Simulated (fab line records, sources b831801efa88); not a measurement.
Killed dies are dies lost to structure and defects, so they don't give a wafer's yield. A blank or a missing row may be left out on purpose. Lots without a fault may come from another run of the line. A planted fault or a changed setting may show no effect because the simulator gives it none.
fab line records | flow gf180mcu
record lots=5 wafers=15 last_day=34
route steps=602 shown M1@329 V1@335 M2@362
lots that met no fault: from a run of the same line without faults
start_h: hours from the record's first day to the start of the lot's first wafer shown | wait_h: hours since the lot's step before | " the same as in the row above | L1.1+2: a row that stands for several wafers | - no value, or no start given | * or withheld: withheld | < > ~ a bound
route shown NAME@n: a module of which the file shows steps, and the number in the route of the first | usual: mean/standard deviation of fault-free wafers | same: alike in all rows | chamber/n: place in a boat | sites: the reading at each site | _std_site: their standard deviation | _edge_site: outer sites' mean less inner sites' | radius_mm: how far each site lies from the wafer's centre | mask NAME#n: copy n | behind: the tool/chamber that last shaped the wafer | hold: why the lot was held/for how many hours/how that ended | device: the transistor (n, p or np) that didn't switch | end of line: the same wafers' tests at the end of the route | a step without rows: its recipe alone | killed: dies lost to structure and defects at the first sort, not the wafer's yield | map: a wafer's dies, x killed, . not, _ none there
set.NAME: the setting as run; set.NAME@STEP: as run at that earlier step | model.NAME: the simulator's own value behind a step, which no gauge read
lots at some steps of the route; a table a step, a row a wafer
services: from which hour (start_h, from the record's first day; less than 0 if before it) a tool's chamber was out of use, for how many hours, and why
## steps
# step GF_M1_CD_MEAS_14
# recipe target_cd_nm=230
# usual cd_nm=230.0/1.1
# columns lot.wafer tool chamber start_h wait_h cd_nm
L080.3 cd_sem-02 - 439.66 0.1 229.7
L080.4 " - " " 228.7
L080.5 " - " " 228.9
L081.3 cd_sem-02 - 448.36 0.1 229.8
L081.5 " - " " 230.4
L081.6 " - " " 229.5
L084.1 cd_sem-01 - 473.80 0.1 229.6
L084.3 " - " " 230.0
L084.5 " - " " 229.8
L086.1 cd_sem-02 - 492.87 0.1 229.8
L086.3 " - " " 229.3
L086.4 " - " " 229.4
L097.2 cd_sem-02 - 577.82 0.1 231.3
L097.3 " - " " 231.8
L097.5 " - " " 231.3
# step GF_M1_OVL_MEAS_15
# usual M1_OVL=-1/5.8
# columns lot.wafer tool chamber start_h wait_h M1_OVL[nm]
L080.3 overlay-02 - 439.76 0.1 3
L080.4 " - " " 0
L080.5 " - " " -5
L081.3 overlay-01 - 448.46 0.1 4
L081.5 " - " " 7
L081.6 " - " " 0
L084.1 overlay-01 - 473.92 0.1 -6
L084.3 " - " " -2
L084.5 " - " " -10
L086.1 overlay-01 - 492.99 0.1 -8
L086.3 " - " " -11
L086.4 " - " " -6
L097.2 overlay-01 - 577.93 0.1 -9
L097.3 " - " " -5
L097.5 " - " " 0
# step GF_M1_METAL_ETCH_16
# recipe chemistry=Cl2/BCl3 mask_material=KrF target_depth_nm=750.8 stop_on=SiO2 pressure_mtorr=8 icp_w=800 bias_w=140 Cl2_flow_sccm=80 bcl3_flow_sccm=40 time_s=125.1
# usual drypump_motor_current_A=5.8/0.54 oes_product_au=0.988/0.0071 rf_fwd_power_W=796.4/2.7 throttle_valve_pct=28.232/0.011
# columns lot.wafer tool chamber start_h wait_h drypump_motor_current_A oes_product_au rf_fwd_power_W rf_hours_counter_h throttle_valve_pct
L080.3 rie_metal-04 1 439.87 0.1 6.5 0.993 796.2 - 28.225
L080.4 " 1 " " 6.5 0.993 799.6 - 28.230
L080.5 " 1 " " 6.5 0.993 797.6 - 28.227
L081.3 rie_metal-04 1 448.57 0.1 6.5 0.995 795.9 - 28.227
L081.5 " 1 " " 6.5 0.992 798.8 - 28.221
L081.6 " 1 " " 6.5 0.990 796.8 - 28.228
L084.1 rie_metal-01 0 473.96 0.0 6.1 0.973 799.1 0 28.238
L084.3 " 1 " " 5.4 0.994 796.0 - 28.217
L084.5 " 0 " " 6.1 0.973 802.6 - 28.239
L086.1 rie_metal-04 0 493.02 0.0 5.4 0.996 797.4 1 28.245
L086.3 " 1 " " 6.5 1.002 793.9 - 28.215
L086.4 " 0 " " 5.5 0.987 799.1 - 28.241
L097.2 rie_metal-04 1 577.96 0.0 6.5 0.989 796.9 13 28.235
L097.3 " 0 " " 5.4 0.980 795.2 - 28.235
L097.5 " 0 " " 5.4 0.979 795.6 - 28.241
# step GF_M1_STRIP_17
# recipe chemistry=O2/N2 power_w=1400 pressure_mtorr=1500 platen_temp_c=250 o2_flow_sccm=3000 n2_flow_sccm=300 overash_fraction=0.5
# usual drypump_motor_current_A=6.1/0.37 heater_power_w=333/59 n2_flow_sccm=300.1/0.83 oes_product_au=0.539/0.0058 strip_time_to_endpoint_s=7.41/0.066
# same overash_fraction=0.5
# columns lot.wafer tool chamber start_h wait_h drypump_motor_current_A heater_power_w n2_flow_sccm oes_product_au rf_hours_counter_h strip_time_to_endpoint_s
L080.3 plasma_asher-04 0 440.07 0.2 5.8 425 300.0 0.535 - 7.35
L080.4 " 1 " " 5.9 296 300.9 0.536 - 7.35
L080.5 " 0 " " 5.8 421 300.6 0.537 - 7.36
L081.3 plasma_asher-03 0 448.77 0.2 6.4 298 300.4 0.530 - 7.33
L081.5 " 1 " " 6.6 297 299.4 0.533 - 7.30
L081.6 " 0 " " 6.4 282 301.2 0.533 - 7.33
L084.1 plasma_asher-02 0 474.09 0.1 6.1 329 299.8 0.546 36 7.56
L084.3 " 0 " " 6.1 328 300.2 0.543 - 7.36
L084.5 " 0 " " 6.1 324 300.3 0.539 - 7.47
L086.1 plasma_asher-03 0 493.15 0.1 6.4 288 299.8 0.543 70 7.48
L086.3 " 0 " " 6.4 288 299.7 0.531 - 7.41
L086.4 " 1 " " 6.7 300 300.4 0.542 - 7.46
L097.2 plasma_asher-04 1 578.08 0.1 5.9 287 299.3 0.539 16 7.44
L097.3 " 1 " " 5.9 297 299.2 0.534 - 7.48
L097.5 " 1 " " 5.9 300 298.0 0.540 - 7.46
# step GF_M1_STRIP_18
# recipe chemistry=post_etch_residue_remover time_s=1200 temp_c=72.5
# usual temp_c=72.47/0.12
# columns lot.wafer tool chamber start_h wait_h temp_c
L080.3 wet_bench-04 0 440.14 0.0 72.60
L080.4 " 0 " " 72.58
L080.5 " 0 " " 72.46
L081.3 wet_bench-03 3 448.84 0.0 72.44
L081.5 " 3 " " 72.66
L081.6 " 3 " " 72.57
L084.1 wet_bench-01 2 474.19 0.1 72.48
L084.3 " 2 " " 72.46
L084.5 " 2 " " 72.45
L086.1 wet_bench-03 2 493.25 0.1 72.51
L086.3 " 2 " " 72.54
L086.4 " 2 " " 72.46
L097.2 wet_bench-03 3 578.18 0.1 72.55
L097.3 " 3 " " 72.56
L097.5 " 3 " " 72.52
# step GF_M1_CLEAN_19
# recipe chemistry=DIW dry=n2_spin
# columns lot.wafer tool chamber start_h wait_h
L080.3+4+5 wet_bench-03 2 440.51 0.0
L081.3+5+6 wet_bench-04 0 449.18 0.0
L084.1+3+5 wet_bench-03 3 474.53 0.0
L086.1+3+4 wet_bench-04 0 493.59 0.0
L097.2+3+5 wet_bench-04 2 578.53 0.0
# step GF_V1_CVD_00
# recipe material=SiO2 target_thk_nm=600 sigma_open_frac=0.3 temp_c=400 time_s=100 sih4_flow_sccm=60 pressure_mtorr=6
# columns lot.wafer tool chamber start_h wait_h
L080.3+4+5 hdpcvd-01 2,0,2 440.60 0.0
L081.3+5+6 hdpcvd-01 1,0,2 449.27 0.0
L084.1+3+5 hdpcvd-02 2,1,0 474.63 0.0
L086.1+3+4 hdpcvd-01 0,2,0 493.68 0.0
L097.2+3+5 hdpcvd-01 1,0,2 578.62 0.0
# step GF_V1_THK_MEAS_01
# recipe reads=SiO2_of_V1_CVD_00
# usual V1_CVD_00_THK=599/9.4
# columns lot.wafer tool chamber start_h wait_h V1_CVD_00_THK[nm]
L080.3 film_metro-02 - 440.69 0.1 592
L080.4 " - " " 603
L080.5 " - " " 593
L081.3 film_metro-03 - 449.36 0.1 599
L081.5 " - " " 608
L081.6 " - " " 596
L084.1 film_metro-01 - 474.70 0.0 614
L084.3 " - " " 593
L084.5 " - " " 589
L086.1 film_metro-01 - 493.76 0.0 604
L086.3 " - " " 595
L086.4 " - " " 605
L097.2 film_metro-03 - 578.70 0.0 599
L097.3 " - " " 603
L097.5 " - " " 605
# step GF_V1_CVD_02
# recipe material=SiO2 target_thk_nm=850 precursor=TEOS temp_c=400 time_s=94.851 rf_w=600
# usual heater_power_w=678/140 rf_fwd_power_W=596.5/1.8
# columns lot.wafer tool chamber start_h wait_h heater_power_w rf_fwd_power_W since_wet_clean_h
L080.3 pecvd-04 2 440.73 0.0 671 598.7 683
L080.4 " 0 " " 490 594.3 -
L080.5 " 2 " " 711 598.8 -
L081.3 pecvd-01 1 449.40 0.0 597 597.4 483
L081.5 " 0 " " 1001 595.4 -
L081.6 " 1 " " 631 597.1 -
L084.1 pecvd-01 1 474.76 0.1 630 596.7 508
L084.3 " 2 " " 626 598.2 508
L084.5 " 1 " " 497 598.1 -
L086.1 pecvd-03 0 493.82 0.1 649 597.3 111
L086.3 " 1 " " 516 593.9 111
L086.4 " 1 " " 546 596.0 -
L097.2 pecvd-03 2 578.75 0.0 669 593.2 196
L097.3 " 0 " " 692 597.0 196
L097.5 " 0 " " 739 598.8 -
# step GF_V1_THK_MEAS_03
# recipe reads=SiO2_of_V1_CVD_02
# usual V1_CVD_02_THK=847/12
# columns lot.wafer tool chamber start_h wait_h V1_CVD_02_THK[nm]
L080.3 film_metro-01 - 440.82 0.1 833
L080.4 " - " " 843
L080.5 " - " " 853
L081.3 film_metro-02 - 449.49 0.1 870
L081.5 " - " " 860
L081.6 " - " " 881
L084.1 film_metro-01 - 474.83 0.0 843
L084.3 " - " " 847
L084.5 " - " " 845
L086.1 film_metro-02 - 493.89 0.0 834
L086.3 " - " " 836
L086.4 " - " " 831
L097.2 film_metro-02 - 578.83 0.0 837
L097.3 " - " " 855
L097.5 " - " " 867
# step GF_V1_CMP_04
# recipe material=SiO2 down_force_psi=4 platen_rpm=60 pad_velocity_m_s=0.94248
# usual edge_zone_pressure_frac=1.000/0.0048 motor_current_A=12.3/1.7 time_to_endpoint_s=79/5.5
# columns lot.wafer tool chamber start_h wait_h edge_zone_pressure_frac motor_current_A time_to_endpoint_s
L080.4 cmp-02 1 440.86 0.0 0.996 11.5 78
L080.3 " 0 " " 1.001 11.0 78
L080.5 " 1 " " 1.002 11.4 80
L081.3 cmp-02 3 449.63 0.1 1.005 16.5 87
L081.6 " 1 " " 1.007 11.8 87
L081.5 " 2 " " 1.010 13.8 86
L084.1 cmp-02 1 474.99 0.1 0.997 12.1 76
L084.3 " 2 " " 1.002 13.9 82
L084.5 " 3 " " 0.998 14.3 81
L086.4 cmp-02 0 493.95 0.0 1.002 11.0 73
L086.3 " 1 " " 1.005 12.1 76
L086.1 " 2 " " 0.999 13.5 77
L097.3 cmp-01 3 578.93 0.1 1.000 11.8 75
L097.2 " 0 " " 0.996 11.8 74
L097.5 " 3 " " 0.999 12.2 77
# step GF_V1_BOW_MEAS_05
# recipe mode=bow
# usual V1_BOW=80/6.8
# columns lot.wafer tool chamber start_h wait_h V1_BOW[um]
L080.3 film_metro-02 - 441.20 0.1 78
L080.4 " - " " 86
L080.5 " - " " 80
L081.3 film_metro-02 - 449.87 0.2 75
L081.5 " - " " 81
L081.6 " - " " 74
L084.1 film_metro-03 - 475.19 0.1 77
L084.3 " - " " 67
L084.5 " - " " 71
L086.1 film_metro-01 - 494.26 0.2 75
L086.3 " - " " 74
L086.4 " - " " 73
L097.2 film_metro-01 - 579.20 0.2 80
L097.3 " - " " 83
L097.5 " - " " 96
# step GF_V1_DEHYDRATE_06
# recipe temp_c=200 time_s=60
# columns lot.wafer tool chamber start_h wait_h
L080.3+4+5 litho_track-01 0 452.40 11.2
L081.3+5+6 litho_track-01 0 461.30 11.4
L084.1+3+5 litho_track-02 0 485.95 10.7
L086.1+3+4 litho_track-01 0 505.40 11.1
L097.2+3+5 litho_track-03 0 589.84 10.6
# step GF_V1_HMDS_07
# recipe prime_time_s=60 prime_temp_c=120
# columns lot.wafer tool chamber start_h wait_h
L080.3+4+5 litho_track-01 0 452.55 0.1
L081.3+5+6 litho_track-01 0 461.45 0.1
L084.1+3+5 litho_track-02 0 486.10 0.1
L086.1+3+4 litho_track-01 0 505.55 0.1
L097.2+3+5 litho_track-03 0 589.99 0.1
# step GF_V1_COAT_08
# recipe resist=BARC temp_c=withheld time_s=withheld spin_rpm=withheld resist_thk_nm=withheld
# columns lot.wafer tool chamber start_h wait_h
L080.3+4+5 litho_track-01 0 452.70 0.1
L081.3+5+6 litho_track-01 0 461.60 0.1
L084.1+3+5 litho_track-02 0 486.25 0.1
L086.1+3+4 litho_track-01 0 505.70 0.1
L097.2+3+5 litho_track-03 0 590.14 0.1
# step GF_V1_COAT_09
# recipe resist=KrF spin_rpm=withheld resist_thk_nm=1000
# columns lot.wafer tool chamber start_h wait_h
L080.3+4+5 litho_track-01 0 - -
L081.3+5+6 litho_track-01 0 - -
L084.1+3+5 litho_track-02 0 - -
L086.1+3+4 litho_track-01 0 - -
L097.2+3+5 litho_track-03 0 - -
# step GF_V1_SOFTBAKE_10
# recipe temp_c=130 time_s=57.09 resist=KrF
# columns lot.wafer tool chamber start_h wait_h
L080.3+4+5 litho_track-01 0 - -
L081.3+5+6 litho_track-01 0 - -
L084.1+3+5 litho_track-02 0 - -
L086.1+3+4 litho_track-01 0 - -
L097.2+3+5 litho_track-03 0 - -
# step GF_V1_EXPOSE_11
# recipe mask_id=Via1 target_cd_nm=260 na=0.68 source_shape=conventional sigma_outer=0.6 dose_mj=38
# columns lot.wafer tool chamber start_h wait_h mask
L080.3+4+5 krf_scanner-02 0 - - Via1#0
L081.3+5+6 krf_scanner-02 0 - - Via1#0
L084.1+3+5 krf_scanner-02 0 - - Via1#0
L086.1+3+4 krf_scanner-01 0 - - Via1#0
L097.2+3+5 krf_scanner-02 0 - - Via1#0
# step GF_V1_PEB_12
# recipe peb_temp_c=135 peb_time_s=90 resist=KrF
# same peb_time_s=90
# columns lot.wafer tool chamber start_h wait_h
L080.3+4+5 litho_track-02 0 - -
L081.3+5+6 litho_track-02 0 - -
L084.1+3+5 litho_track-02 0 - -
L086.1+3+4 litho_track-02 0 - -
L097.2+3+5 litho_track-02 0 - -
# step GF_V1_DEVELOP_13
# recipe develop_time_s=60 resist=KrF dev_temp_c=21
# columns lot.wafer tool chamber start_h wait_h
L080.3+4+5 litho_track-02 0 465.60 0.1
L081.3+5+6 litho_track-02 0 473.65 0.1
L084.1+3+5 litho_track-02 0 498.00 0.2
L086.1+3+4 litho_track-02 0 517.35 0.2
L097.2+3+5 litho_track-02 0 600.57 0.2
# step GF_V1_CD_MEAS_14
# recipe target_cd_nm=260
# usual cd_nm=260.4/1.1
# columns lot.wafer tool chamber start_h wait_h cd_nm
L080.3 cd_sem-01 - 465.74 0.1 261.1
L080.4 " - " " 261.1
L080.5 " - " " 259.5
L081.3 cd_sem-02 - 473.79 0.1 260.7
L081.5 " - " " 259.8
L081.6 " - " " 261.6
L084.1 cd_sem-02 - 498.15 0.1 261.0
L084.3 " - " " 260.8
L084.5 " - " " 261.1
L086.1 cd_sem-02 - 517.50 0.1 260.5
L086.3 " - " " 261.4
L086.4 " - " " 260.4
L097.2 cd_sem-02 - 600.71 0.1 258.7
L097.3 " - " " 259.9
L097.5 " - " " 259.0
# step GF_V1_OVL_MEAS_15
# usual V1_OVL=-2/4.3
# columns lot.wafer tool chamber start_h wait_h V1_OVL[nm]
L080.3 overlay-02 - 465.83 0.1 -3
L080.4 " - " " -3
L080.5 " - " " 5
L081.3 overlay-02 - 473.88 0.1 -2
L081.5 " - " " -3
L081.6 " - " " -1
L084.1 overlay-02 - 498.27 0.1 0
L084.3 " - " " 2
L084.5 " - " " 5
L086.1 overlay-02 - 517.62 0.1 -7
L086.3 " - " " -2
L086.4 " - " " -4
L097.2 overlay-02 - 600.82 0.1 1
L097.3 " - " " -5
L097.5 " - " " 0
# step GF_V1_ETCH_16
# recipe chemistry=N2/H2 target_depth_a=withheld overetch_a=withheld time_s=withheld target=BARC ion_energy_ev=200 source_w=500 bias_w=100 pressure_mtorr=30 n2_flow_sccm=100 h2_flow_sccm=200
# usual drypump_motor_current_A=5.5/0.42 n2_flow_sccm=100.0/0.3 oes_product_au=0.854/0.0045 rf_fwd_power_W=495.2/2 throttle_valve_pct=13.226/0.0091
# columns lot.wafer tool chamber start_h wait_h drypump_motor_current_A n2_flow_sccm oes_product_au rf_fwd_power_W throttle_valve_pct
L080.3 rie_diel-03 3 465.85 0.0 5.7 99.9 0.858 493.1 13.231
L080.4 " 0 " " 6.1 100.0 0.864 495.3 13.219
L080.5 " 0 " " 6.0 100.1 0.854 497.5 13.240
L081.3 rie_diel-02 3 473.90 0.0 6.1 100.6 0.850 496.9 13.219
L081.5 " 1 " " 5.4 99.7 0.855 496.4 13.215
L081.6 " 0 " " 4.8 100.5 0.852 494.6 13.233
L084.1 rie_diel-03 3 498.30 0.0 5.7 100.0 0.854 493.0 13.239
L084.3 " 2 " " 5.2 99.8 0.854 496.8 13.227
L084.5 " 2 " " 5.2 99.5 0.854 495.5 13.223
L086.1 rie_diel-02 0 517.65 0.0 4.8 99.9 0.853 495.2 13.241
L086.3 " 3 " " 6.0 99.7 0.849 498.6 13.243
L086.4 " 2 " " 5.3 99.8 0.856 492.8 13.230
L097.2 rie_diel-02 2 600.85 0.0 5.3 100.4 0.864 491.7 13.228
L097.3 " 3 " " 6.0 99.6 0.855 495.5 13.225
L097.5 " 3 " " 6.0 99.3 0.855 497.8 13.217
# step GF_V1_ETCH_17
# recipe chemistry=C4F8/O2/Ar mask_material=KrF target=SiO2 stop_on=TiN source_w=1536 bias_w=1200 pressure_mtorr=40 c4f8_flow_sccm=withheld O2_flow_sccm=6 Ar_flow_sccm=300 time_s=withheld target_depth_a=6300
# usual oes_product_au=0.856/0.0047 rf_fwd_power_W=1529/4.8
# columns lot.wafer tool chamber start_h wait_h oes_product_au rf_fwd_power_W
L080.3 rie_diel-03 3 - - 0.851 1530
L080.4 " 0 " " 0.855 1530
L080.5 " 0 " " 0.861 1530
L081.3 rie_diel-02 3 - - 0.866 1527
L081.5 " 1 " " 0.856 1534
L081.6 " 0 " " 0.858 1522
L084.1 rie_diel-03 3 - - 0.855 1523
L084.3 " 2 " " 0.862 1523
L084.5 " 2 " " 0.853 1521
L086.1 rie_diel-02 0 - - 0.855 1530
L086.3 " 3 " " 0.855 1536
L086.4 " 2 " " 0.858 1525
L097.2 rie_diel-02 2 - - 0.857 1525
L097.3 " 3 " " 0.855 1533
L097.5 " 3 " " 0.860 1533
# step GF_V1_STRIP_18
# recipe chemistry=O2/N2 power_w=1400 pressure_mtorr=1500 platen_temp_c=250 o2_flow_sccm=3000 n2_flow_sccm=300 overash_fraction=0.5
# usual drypump_motor_current_A=6.07/0.24 heater_power_w=327/57 n2_flow_sccm=300.1/0.87 oes_product_au=0.593/0.0049
# same overash_fraction=0.5
# columns lot.wafer tool chamber start_h wait_h drypump_motor_current_A heater_power_w n2_flow_sccm oes_product_au rf_hours_counter_h
L080.3 plasma_asher-01 0 466.01 - 6.10 326 300.0 0.586 -
L080.4 " 1 " " 6.09 271 299.7 0.589 -
L080.5 " 1 " " 6.11 277 299.9 0.590 -
L081.3 plasma_asher-03 0 474.06 - 6.36 295 299.7 0.591 -
L081.5 " 0 " " 6.40 288 299.9 0.599 -
L081.6 " 1 " " 6.61 294 300.9 0.591 -
L084.1 plasma_asher-01 1 498.43 - 6.09 272 300.8 0.589 88
L084.3 " 1 " " 6.09 273 300.1 0.594 -
L084.5 " 1 " " 6.11 275 300.5 0.589 -
L086.1 plasma_asher-03 0 517.78 - 6.38 297 299.9 0.596 73
L086.3 " 0 " " 6.41 295 299.9 0.589 -
L086.4 " 1 " " 6.63 295 299.5 0.595 -
L097.2 plasma_asher-04 1 600.98 - 5.93 289 300.4 0.589 18
L097.3 " 0 " " 5.80 445 300.8 0.597 -
L097.5 " 1 " " 5.93 296 300.2 0.602 -
# step GF_V1_STRIP_19
# recipe chemistry=post_etch_residue_remover time_s=1200 temp_c=72.5
# usual temp_c=72.49/0.11
# columns lot.wafer tool chamber start_h wait_h temp_c
L080.3 wet_bench-03 0 466.08 0.0 72.66
L080.4 " 0 " " 72.68
L080.5 " 0 " " 72.48
L081.3 wet_bench-03 2 474.13 0.0 72.55
L081.5 " 2 " " 72.22
L081.6 " 2 " " 72.35
L084.1 wet_bench-03 2 498.53 0.1 72.42
L084.3 " 2 " " 72.48
L084.5 " 2 " " 72.31
L086.1 wet_bench-03 3 517.88 0.1 72.35
L086.3 " 3 " " 72.52
L086.4 " 3 " " 72.47
L097.2 wet_bench-02 0 601.08 0.1 72.44
L097.3 " 0 " " 72.32
L097.5 " 0 " " 72.36
# step GF_V1_CLEAN_20
# recipe chemistry=DIW dry=n2_spin
# columns lot.wafer tool chamber start_h wait_h
L080.3+4+5 wet_bench-02 1 466.45 0.0
L081.3+5+6 wet_bench-04 3 474.50 0.0
L084.1+3+5 wet_bench-02 3 498.87 0.0
L086.1+3+4 wet_bench-04 2 518.22 0.0
L097.2+3+5 wet_bench-03 3 601.42 0.0
# step GF_V1_SPUTTER_21
# recipe material=Ti target_thk_nm=15 chamber_pressure_pa=5 power_w=2500 substrate_temp_c=200 time_s=80.02
# usual cathode_dc_power_W=2500.0/0.51 throttle_valve_pct=29.7/1
# columns lot.wafer tool chamber start_h wait_h cathode_dc_power_W throttle_valve_pct
L080.3 pvd_sputter-03 - 466.55 0.0 2499.3 29.2
L080.4 " - " " 2499.8 30.7
L080.5 " - " " 2500.6 29.2
L081.3 pvd_sputter-02 - 474.60 0.0 2500.5 30.2
L081.5 " - " " 2499.9 28.9
L081.6 " - " " 2499.5 29.7
L084.1 pvd_sputter-03 - 498.98 0.0 2500.9 29.8
L084.3 " - " " 2499.6 31.1
L084.5 " - " " 2499.9 29.4
L086.1 pvd_sputter-03 - 518.31 0.0 2499.2 29.3
L086.3 " - " " 2500.6 29.5
L086.4 " - " " 2499.6 28.6
L097.2 pvd_sputter-04 - 601.51 0.0 2500.1 28.7
L097.3 " - " " 2500.2 29.9
L097.5 " - " " 2499.6 29.7
# step GF_V1_SPUTTER_22
# recipe material=TiN target_thk_nm=10 chamber_pressure_pa=5 power_w=4000 time_s=40
# usual cathode_dc_power_W=4000.0/0.76 throttle_valve_pct=29.7/1.1
# columns lot.wafer tool chamber start_h wait_h cathode_dc_power_W throttle_valve_pct
L080.3 pvd_sputter-03 - 466.61 0.0 4000.7 29.2
L080.4 " - " " 4000.5 30.8
L080.5 " - " " 4000.3 29.2
L081.3 pvd_sputter-02 - 474.66 0.0 3999.1 30.1
L081.5 " - " " 3999.3 28.8
L081.6 " - " " 4000.3 30.0
L084.1 pvd_sputter-03 - 499.05 0.0 4001.1 29.4
L084.3 " - " " 4000.5 31.1
L084.5 " - " " 4001.5 28.9
L086.1 pvd_sputter-03 - 518.37 0.0 4000.8 29.0
L086.3 " - " " 3999.3 29.4
L086.4 " - " " 3999.5 28.2
L097.2 pvd_sputter-04 - 601.57 0.0 3999.5 28.4
L097.3 " - " " 4000.3 30.3
L097.5 " - " " 4000.1 29.5
# step GF_V1_CVD_23
# recipe material=W target_thk_nm=350 time_s=105.05 temp_c=400 pressure_torr=40
# usual heater_power_w=840/66
# columns lot.wafer tool chamber start_h wait_h heater_power_w since_wet_clean_h
L080.3 cvd_w-02 1 466.68 0.1 903 -
L080.4 " 0 " " 758 -
L080.5 " 0 " " 764 -
L081.3 cvd_w-02 1 474.73 0.1 917 -
L081.5 " 1 " " 916 -
L081.6 " 0 " " 751 -
L084.1 cvd_w-02 0 499.09 0.0 749 595
L084.3 " 1 " " 938 -
L084.5 " 0 " " 768 -
L086.1 cvd_w-01 0 518.41 0.0 844 114
L086.3 " 0 " " 842 -
L086.4 " 1 " " 828 -
L097.2 cvd_w-02 1 601.61 0.0 909 698
L097.3 " 0 " " 768 -
L097.5 " 1 " " 942 -
# step GF_V1_RS_MEAS_24
# recipe thk_meas_gauge=four-point-probe reads=W_of_V1_CVD_23+TiN_of_V1_SPUTTER_22+Ti_of_V1_SPUTTER_21
# usual V1_W_RS=0.329/0.0043
# columns lot.wafer tool chamber start_h wait_h V1_W_RS[ohm/sq]
L080.3 film_metro-01 - 466.80 0.1 0.328
L080.4 " - " " 0.330
L080.5 " - " " 0.329
L081.3 film_metro-02 - 474.85 0.1 0.327
L081.5 " - " " 0.327
L081.6 " - " " 0.326
L084.1 film_metro-01 - 499.20 0.1 0.327
L084.3 " - " " 0.330
L084.5 " - " " 0.327
L086.1 film_metro-03 - 518.53 0.1 0.333
L086.3 " - " " 0.335
L086.4 " - " " 0.332
L097.2 film_metro-01 - 601.74 0.1 0.327
L097.3 " - " " 0.332
L097.5 " - " " 0.330
# step GF_V1_THK_MEAS_25
# recipe thk_meas_gauge=xrf reads=W_of_V1_CVD_23
# usual V1_W_THK=347/4.8
# columns lot.wafer tool chamber start_h wait_h V1_W_THK[nm]
L080.3 film_metro-01 - 466.90 0.1 346
L080.4 " - " " 345
L080.5 " - " " 346
L081.3 film_metro-02 - 474.95 0.1 346
L081.5 " - " " 351
L081.6 " - " " 348
L084.1 film_metro-01 - 499.32 0.1 352
L084.3 " - " " 346
L084.5 " - " " 351
L086.1 film_metro-03 - 518.65 0.1 342
L086.3 " - " " 338
L086.4 " - " " 344
L097.2 film_metro-01 - 601.85 0.1 349
L097.3 " - " " 345
L097.5 " - " " 349
# step GF_V1_CMP_26
# recipe stop_on=SiO2 down_force_psi=3.5 platen_rpm=60 t_overpolish_s=15 target_thk_nm=0 pad_velocity_m_s=0.94248
# usual edge_zone_pressure_frac=1.000/0.0054 motor_current_A=10.9/1.5 overpolish_run_s=15.000/0.0089 time_to_endpoint_s=84/3.6
# columns lot.wafer tool chamber start_h wait_h edge_zone_pressure_frac motor_current_A overpolish_run_s time_to_endpoint_s
L080.4 cmp-02 0 466.94 0.0 1.005 10.1 15.005 84
L080.3 " 2 " " 1.001 13.0 14.987 90
L080.5 " 0 " " 1.004 9.3 15.000 87
L081.3 cmp-01 1 475.14 0.2 1.009 9.9 15.009 89
L081.5 " 2 " " 1.003 9.8 14.998 93
L081.6 " 3 " " 1.004 10.4 15.003 88
L084.3 cmp-01 0 499.38 0.0 1.003 10.7 15.001 90
L084.1 " 3 " " 0.999 10.5 14.990 83
L084.5 " 1 " " 0.995 9.0 14.986 83
L086.4 cmp-02 0 518.76 0.1 0.997 9.7 14.975 81
L086.1 " 1 " " 0.990 10.8 15.003 79
L086.3 " 2 " " 0.995 12.6 14.994 82
L097.3 cmp-01 1 602.00 0.1 1.004 9.3 14.991 82
L097.2 " 2 " " 0.997 9.6 15.005 86
L097.5 " 0 " " 1.001 10.7 15.022 86
# step GF_M2_SPUTTER_00
# recipe material=Ti target_thk_nm=37.5 arriving_ion_energy_ev=80 substrate_temp_c=200 chamber_pressure_pa=2 power_w=4000 time_s=150
# usual cathode_dc_power_W=4000.1/0.77 throttle_valve_pct=29.7/0.72
# columns lot.wafer tool chamber start_h wait_h cathode_dc_power_W throttle_valve_pct
L080.3 pvd_sputter-04 - 467.24 0.1 3999.7 28.5
L080.4 " - " " 4000.0 28.9
L080.5 " - " " 4001.3 28.9
L081.3 pvd_sputter-03 - 475.29 0.1 3999.2 29.6
L081.5 " - " " 3998.5 29.1
L081.6 " - " " 4000.5 29.5
L084.1 pvd_sputter-01 - 499.68 0.1 4000.4 30.2
L084.3 " - " " 4001.2 30.2
L084.5 " - " " 4000.6 30.1
L086.1 pvd_sputter-03 - 519.01 0.1 3999.7 28.3
L086.3 " - " " 4000.6 30.8
L086.4 " - " " 4000.3 29.5
L097.2 pvd_sputter-03 - 602.20 0.1 4000.4 29.1
L097.3 " - " " 4001.2 31.0
L097.5 " - " " 3999.9 28.9
# step GF_M2_SPUTTER_01
# recipe material=TiN target_thk_nm=30 power_w=6500 time_s=25 chamber_pressure_pa=0.4
# usual cathode_dc_power_W=6500.1/1.2 throttle_valve_pct=29.7/0.74
# columns lot.wafer tool chamber start_h wait_h cathode_dc_power_W throttle_valve_pct
L080.3 pvd_sputter-04 - 467.34 0.1 6500.6 28.5
L080.4 " - " " 6499.6 29.1
L080.5 " - " " 6499.6 29.0
L081.3 pvd_sputter-03 - 475.39 0.1 6499.7 29.4
L081.5 " - " " 6500.2 29.1
L081.6 " - " " 6499.5 29.4
L084.1 pvd_sputter-01 - 499.78 0.1 6501.8 30.6
L084.3 " - " " 6497.4 30.2
L084.5 " - " " 6499.9 30.2
L086.1 pvd_sputter-03 - 519.11 0.1 6500.1 28.8
L086.3 " - " " 6499.4 31.2
L086.4 " - " " 6500.1 29.1
L097.2 pvd_sputter-03 - 602.30 0.1 6502.0 29.4
L097.3 " - " " 6497.7 31.2
L097.5 " - " " 6499.7 29.1
## services
# columns tool chamber start_h hours kind
cmp-01 - 436.59 1.0 repair
cmp-01 - 436.62 0.2 repair
krf_scanner-02 - 444.37 1.3 pm
krf_scanner-02 - 445.67 0.8 pm
krf_scanner-02 - 465.35 1.0 pm
krf_scanner-02 - 473.88 3.6 pm
cvd_w-02 - 478.00 0.5 repair
cmp-02 - 486.76 4.5 pm
rie_diel-02 0 489.46 7.2 repair
pvd_sputter-03 - 497.74 0.7 repair
pvd_sputter-03 - 499.97 1.3 repair
cmp-01 - 509.55 8.2 pm
pvd_sputter-04 - 509.58 9.4 repair
krf_scanner-02 - 533.92 4.0 pm
hdpcvd-01 - 539.25 15.0 pm
cmp-01 - 550.38 5.1 repair
cmp-02 - 561.07 4.1 repair
krf_scanner-02 - 561.70 0.4 repair
cmp-01 - 572.16 4.0 pm
pvd_sputter-03 - 574.31 8.6 repair
cmp-02 - 578.56 0.9 repair
cmp-01 - 588.67 0.7 repair
cmp-02 - 590.41 0.7 repair
krf_scanner-02 - 596.27 1.3 pm
## key
fault none
